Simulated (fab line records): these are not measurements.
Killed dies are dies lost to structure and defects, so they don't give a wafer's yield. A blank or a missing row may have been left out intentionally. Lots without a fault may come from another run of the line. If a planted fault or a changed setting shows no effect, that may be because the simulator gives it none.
Chamber matching / flow gf180mcu / GF_V5_CVD_02 on pecvd-03 has 3 sister chambers
The step deposits SiO2 from TEOS, target thk 1450 nm, time 163.28 s. 3 wafers are shown with their chamber, then 12 later ones without.

WAFERS PAIRED WITH THEIR CHAMBERS
wafer=L093.4; chamber=1; heater power w (W)=582
wafer=L093.5; chamber=2; heater power w (W)=547
wafer=L093.6; chamber=0; heater power w (W)=675

WAFERS WITH NO CHAMBER GIVEN
wafer=L095.1; heater power w (W)=695
wafer=L095.2; heater power w (W)=621
wafer=L095.3; heater power w (W)=670
wafer=L095.4; heater power w (W)=527
wafer=L095.5; heater power w (W)=676
wafer=L095.6; heater power w (W)=568
wafer=L096.2; heater power w (W)=680
wafer=L096.4; heater power w (W)=558
wafer=L096.6; heater power w (W)=527
wafer=L097.1; heater power w (W)=564
wafer=L097.3; heater power w (W)=721
wafer=L097.4; heater power w (W)=687

EACH ONE'S CHAMBER
wafer=L095.1; from the rows above=0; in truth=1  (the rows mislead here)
wafer=L095.2; from the rows above=can't be placed: 1 or 0 or 2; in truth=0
wafer=L095.3; from the rows above=0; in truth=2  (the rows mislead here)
wafer=L095.4; from the rows above=can't be placed: 2 or 1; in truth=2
wafer=L095.5; from the rows above=0; in truth=0
wafer=L095.6; from the rows above=can't be placed: 1 or 2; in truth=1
wafer=L096.2; from the rows above=0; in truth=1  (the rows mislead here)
wafer=L096.4; from the rows above=can't be placed: 2 or 1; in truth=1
wafer=L096.6; from the rows above=can't be placed: 2 or 1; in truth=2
wafer=L097.1; from the rows above=can't be placed: 2 or 1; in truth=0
wafer=L097.3; from the rows above=0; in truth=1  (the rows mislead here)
wafer=L097.4; from the rows above=0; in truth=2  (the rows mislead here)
1 of 12 placed correctly. Not placeable from these rows: 6 (in 5, the candidates include the true chamber). Wrongly placed: 5.
How it was worked out, from the rows above alone: a wafer's distance from a chamber is the root of the sum, over the readings, of the square of ((its reading less the chamber's mean) divided by the reading's scatter). If the next closest chamber is less than 2 further off than the closest, the wafer can't be placed; otherwise it belongs to the closest. For every chamber, the mean is computed from those of its wafers that are shown. The scatter (one wafer shown for each chamber): square how far every hidden wafer sits from the nearest shown wafer, average those squares and take the square root.
